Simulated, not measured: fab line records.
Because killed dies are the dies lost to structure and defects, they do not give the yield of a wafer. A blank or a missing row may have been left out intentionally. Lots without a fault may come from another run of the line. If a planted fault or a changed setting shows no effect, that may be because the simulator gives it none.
Which tool did it? | flow gf180mcu | 42 wafers from 14 lots sampled at 3 of the route's 602 steps

WHAT EACH GAUGE READ, for each wafer
GF_V1_BOW_MEAS_05.
lot  | measured     | on            | V1_BOW (um)
L971 | day 17 07:12 | film-metro-04 | 74 82 83
L972 | day 17 11:54 | film-metro-04 | 79 79 67
L975 | day 18 15:51 | film-metro-02 | 83 80 82
L976 | day 19 01:45 | film-metro-01 | 87 85 85
L979 | day 20 05:20 | film-metro-04 | 77 86 79
L982 | day 21 12:05 | film-metro-04 | 79 75 76
L984 | day 22 02:11 | film-metro-04 | 74 85 79
L985 | day 22 07:14 | film-metro-04 | 88 93 89
L986 | day 22 14:27 | film-metro-02 | 77 81 92
L987 | day 22 22:17 | film-metro-01 | 77 81 73
L988 | day 23 13:17 | film-metro-02 | 86 81 92
L991 | day 24 08:44 | film-metro-01 | 96 98 85
L992 | day 24 16:40 | film-metro-02 | 98 94 95
L994 | day 25 10:37 | film-metro-04 | 79 81 85

GF_V1_CD_MEAS_14: target cd 260 nm.
lot  | measured     | on        | cd-nm (nm)
L971 | day 18 07:01 | cd-sem-01 | 262.1 262.5 262.5
L972 | day 18 11:34 | cd-sem-02 | 260.1 261.4 260.6
L975 | day 19 16:11 | cd-sem-02 | 259.7 261.0 261.0
L976 | day 20 02:17 | cd-sem-02 | 259.9 259.0 259.2
L979 | day 21 05:19 | cd-sem-02 | 255.9 257.3 256.9
L982 | day 22 11:54 | cd-sem-02 | 258.5 259.7 257.8
L984 | day 23 00:56 | cd-sem-02 | 260.5 261.6 261.0
L985 | day 23 06:03 | cd-sem-02 | 261.7 260.7 262.3
L986 | day 23 13:37 | cd-sem-02 | 259.2 260.1 260.4
L987 | day 23 20:46 | cd-sem-02 | 260.9 260.9 260.4
L988 | day 24 11:36 | cd-sem-02 | 261.0 261.5 261.7
L991 | day 25 07:24 | cd-sem-01 | 261.1 259.6 260.8
L992 | day 25 14:01 | cd-sem-02 | 259.1 260.0 259.7
L994 | day 26 07:17 | cd-sem-02 | 258.9 259.4 260.1

WHAT TOOL EACH LOT RAN ON (gives the tool, then ch and the chambers of the sampled wafers, and finally the start)
lot  | GF_M1_METAL_ETCH_16
L971 | rie-metal-04 ch 0, day 17 05:49
L972 | rie-metal-02 ch 1, day 17 10:26
L975 | rie-metal-04 ch 0,1, day 18 14:35
L976 | rie-metal-03 ch 0,1, day 19 00:32
L979 | rie-metal-04 ch 0,1, day 20 04:06
L982 | rie-metal-02 ch 0,1, day 21 10:52
L984 | rie-metal-04 ch 0,1, day 22 00:57
L985 | rie-metal-04 ch 0,1, day 22 06:00
L986 | rie-metal-04 ch 0,1, day 22 13:14
L987 | rie-metal-02 ch 0,1, day 22 21:03
L988 | rie-metal-04 ch 0,1, day 23 12:04
L991 | rie-metal-02 ch 0,1, day 24 07:29
L992 | rie-metal-03 ch 0,1, day 24 15:24
L994 | rie-metal-03 ch 0,1, day 25 09:23
- GF_M1_METAL_ETCH_16: etches the open film in Cl2/BCl3, stops on SiO2, target depth 750.8 nm, time 125.1 s.

WHAT THE TOOLS THEMSELVES READ (means of the sampled wafers that have a number; where no wafer has one, the mark that the record gives instead)
GF_M1_METAL_ETCH_16.
lot  | tool         | chamber-pressure-mTorr (mTorr) | drypump-motor-current-A (A) | oes-product-au (a.u.) | throttle-valve-pct (%)
L971 | rie-metal-04 | 8.000                          | 5.2                         | 0.984                 | 28.235
L972 | rie-metal-02 | 8.009                          | 6.3                         | 0.991                 | 28.231
L975 | rie-metal-04 | 7.997                          | 5.5                         | 0.983                 | 28.229
L976 | rie-metal-03 | 8.002                          | 5.8                         | 0.994                 | 28.231
L979 | rie-metal-04 | 8.002                          | 5.4                         | 0.985                 | 28.246
L982 | rie-metal-02 | 7.993                          | 6.2                         | 0.988                 | 28.237
L984 | rie-metal-04 | 7.997                          | 5.7                         | 0.984                 | 28.231
L985 | rie-metal-04 | 7.999                          | 5.4                         | 0.983                 | 28.238
L986 | rie-metal-04 | 7.992                          | 5.7                         | 0.986                 | 28.244
L987 | rie-metal-02 | 8.005                          | 6.2                         | 0.991                 | 28.241
L988 | rie-metal-04 | 7.997                          | 5.4                         | 0.991                 | 28.227
L991 | rie-metal-02 | 7.997                          | 6.3                         | 0.988                 | 28.229
L992 | rie-metal-03 | 7.987                          | 6.0                         | 0.989                 | 28.231
L994 | rie-metal-03 | 7.995                          | 5.8                         | 0.992                 | 28.231

THE ANSWER, worked out from the rows above alone
Rule: the usual values come from the lots themselves. Put in order of their means at a reading, lots are off if they are a third of the lots or fewer, leave a main group of 4 or more, and stand apart from it by a gap of 3 or more times the standard deviation of the main group's means; of several such gaps the widest counts. The tables above print the reading to a certain number of digits; a main group whose means all agree to those digits is not used. A lot without any number at a reading at which 4 lots or more have one is off too. Any other lot the step has rows for is counted as sound. First the gauges in route order, then the tools' own readings, where a lot's mean is used as printed above. At the first step where some lot is off, the reading lying furthest off is the one used; lots without a number count as furthest.
Nothing can be told from this: no lot is off at any reading shown.

WHAT WAS PUT IN BY THE SIMULATOR
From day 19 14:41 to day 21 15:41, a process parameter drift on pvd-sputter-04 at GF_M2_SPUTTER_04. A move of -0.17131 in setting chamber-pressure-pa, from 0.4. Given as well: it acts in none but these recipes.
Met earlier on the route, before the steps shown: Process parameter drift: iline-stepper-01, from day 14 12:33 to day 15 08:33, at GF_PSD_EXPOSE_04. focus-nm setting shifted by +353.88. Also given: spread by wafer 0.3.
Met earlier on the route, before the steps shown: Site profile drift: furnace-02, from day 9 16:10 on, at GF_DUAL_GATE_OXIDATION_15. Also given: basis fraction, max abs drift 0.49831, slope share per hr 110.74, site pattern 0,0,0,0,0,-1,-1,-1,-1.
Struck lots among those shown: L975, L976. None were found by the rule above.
